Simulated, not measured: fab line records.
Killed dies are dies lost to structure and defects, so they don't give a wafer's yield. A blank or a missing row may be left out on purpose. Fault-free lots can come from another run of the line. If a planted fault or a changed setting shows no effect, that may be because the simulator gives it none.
A struck lot beside a sound one || flow sfqLine || 24 out of 325 route steps
Sound: the wafers L925.1, L925.5, L925.6. Wafers struck: L919.1, L919.3, L919.4. The cause comes at the end.
Order at every step that has rows: each side's tool, ch and its chambers, its first start. Under that, the readings that differ: sound wafers || struck wafers || difference of the means || sigmas: that difference in standard deviations of wafers without a fault.
alike: a reading whose means differ by less than 2 such deviations, as well as words and numbers matching on both sides. not compared: withheld readings; readings where some wafer has no value; bounds like >300 that might hide an equal value; numbers whose values overlap and for which the record gives no deviation.
The two part at a step that has a row with sigmas, a row that says differs or no value, or rows on one side only. Non-overlapping numbers with no deviation appear without sigmas and do not part them. A reading that every wafer of one side lacks parts them only if that side has two wafers or more.

first, 6 steps without rows for these wafers: SFQ_TRILAYER_I0_VIA_LITHO_COAT_036 (resist thk 62 nm); SFQ_TRILAYER_I0_VIA_LITHO_COAT_031 (resist thk 650 nm); SFQ_TRILAYER_I0_VIA_LITHO_SOFTBAKE_035; SFQ_TRILAYER_I0_VIA_LITHO_EXPOSE_032 (exposes mask I0, target cd 500 nm); SFQ_TRILAYER_I0_VIA_LITHO_PEB_034 (peb time 60 s); SFQ_TRILAYER_I0_VIA_LITHO_DEVELOP_033 (time 60 s).
SFQ_I0_OVL_MEAS_908:
  sound on overlay-01 at day 13 01:55; struck on overlay-02 at day 10 23:31
  alike: I0_OVL
SFQ_TRILAYER_I0_VIA_BARC_OPEN_VIA_ETCH_046: etches BARC in O2, target depth 125 nm, time 41.7 s.
  sound on rieDiel-01 ch 1,2,3, day 13 01:57; struck on rieDiel-02 ch 0,2,3, day 10 23:33
  alike: drypumpMotorCurrentA, oesProductAu, rfFwdPowerW
  not compared: rfHoursCounterH
SFQ_TRILAYER_I0_VIA_ETCH_VIA_ETCH_034: etches SiO2 in CHF3, stops on Nb, target depth 260 nm.
  sound on rieDiel-01 ch 1,2,3, day 13 01:59; struck on rieDiel-02 ch 0,2,3, day 10 23:35
  alike: drypumpMotorCurrentA, oesProductAu, rfFwdPowerW
SFQ_TRILAYER_I0_VIA_STRIP_STRIP_035: strips in O2.
  sound on rieMetal-03 ch 0,1, day 13 02:07; struck on rieMetal-01 ch 0,1, day 10 23:43
  alike: drypumpMotorCurrentA, oesProductAu
  not compared: rfHoursCounterH
then, 2 steps without rows for these wafers: SFQ_TRILAYER_I0_VIA_STRIP_SOLV_CLEAN_036 (cleans in NMP, time 600 s); SFQ_TRILAYER_M1_DEP_PRE_CLEAN_038 (time 22.5 s).
SFQ_TRILAYER_M1_DEP_SPUTTER_037: material Nb, target thk 200 nm, time 133.3 s.
  sound on pvdSputter-06 at day 13 02:55; struck on pvdSputter-05 at day 11 00:32
  no value came back on the struck wafers for basePressurePa (Pa), cathodeDcPowerW (W), throttleValvePct (%); on the sound wafers basePressurePa (Pa) reads 1.36e-06 1.28e-06 1.52e-06
SFQ_M1_RS_MEAS_909: measures by four-point-probe.
  sound on filmMetro-04 at day 13 03:00; struck on filmMetro-03 at day 11 00:43
{"reading": "M1_NB_RS (ohm/sq)", "sound": "0.886 0.895 0.881", "struck": "- - -", "difference": "no value on the struck wafers", "sigmas": ""}
then, 6 steps without rows for these wafers: SFQ_TRILAYER_M1_LITHO_COAT_044 (resist thk 62 nm); SFQ_TRILAYER_M1_LITHO_COAT_039 (resist thk 600 nm); SFQ_TRILAYER_M1_LITHO_SOFTBAKE_043; SFQ_TRILAYER_M1_LITHO_EXPOSE_040 (exposes mask M1, target cd 500 nm); SFQ_TRILAYER_M1_LITHO_PEB_042 (peb time 60 s); SFQ_TRILAYER_M1_LITHO_DEVELOP_041 (time 60 s).
SFQ_M1_OVL_MEAS_911:
  sound on overlay-02 at day 15 04:37; struck on overlay-02 at day 12 22:19
  alike: M1_OVL
SFQ_TRILAYER_M1_BARC_OPEN_METAL_ETCH_054: etches BARC in O2, target depth 125 nm, time 41.7 s.
  sound on rieMetal-01 ch 0,1, day 15 04:40; struck on rieMetal-02 ch 0,1, day 12 22:21
{"reading": "drypumpMotorCurrentA (A)", "sound": "6.2 6.2 6.6", "struck": "4.6 5.2 4.6", "difference": -1.5, "sigmas": -2}
  alike: oesProductAu, rfFwdPowerW
  not compared: rfHoursCounterH
SFQ_TRILAYER_M1_ETCH_METAL_ETCH_042: etches Nb in Cl2/Ar, stops on SiO2, target depth 240 nm, time 120 s.
  sound on rieMetal-01 ch 0,1, day 15 04:43; struck on rieMetal-02 ch 0,1, day 12 22:25
{"reading": "drypumpMotorCurrentA (A)", "sound": "6.2 6.2 6.5", "struck": "4.6 5.2 4.6", "difference": -1.5, "sigmas": -2}
{"reading": "oesProductAu (a.u.)", "sound": "0.892 0.887 0.897", "struck": "0.380 0.374 0.367", "difference": -0.518, "sigmas": -80}
  alike: rfFwdPowerW
  not compared: rfHoursCounterH
SFQ_TRILAYER_M1_STRIP_STRIP_043: strips in O2.
  sound on rieMetal-01 ch 0,1, day 15 04:50; struck on rieMetal-02 ch 0,1, day 12 22:32
{"reading": "drypumpMotorCurrentA (A)", "sound": "6.2 6.1 6.6", "struck": "4.6 5.2 4.6", "difference": -1.5, "sigmas": -2}
{"reading": "oesProductAu (a.u.)", "sound": "1.008 1.022 1.003", "struck": "0.993 0.989 0.995", "difference": -0.019, "sigmas": -2}
  not compared: rfHoursCounterH

WHERE THEY PART
Last at SFQ_TRILAYER_M1_STRIP_STRIP_043 as far as this record goes, first at SFQ_TRILAYER_M1_DEP_SPUTTER_037.

WHY: what the simulator had put in
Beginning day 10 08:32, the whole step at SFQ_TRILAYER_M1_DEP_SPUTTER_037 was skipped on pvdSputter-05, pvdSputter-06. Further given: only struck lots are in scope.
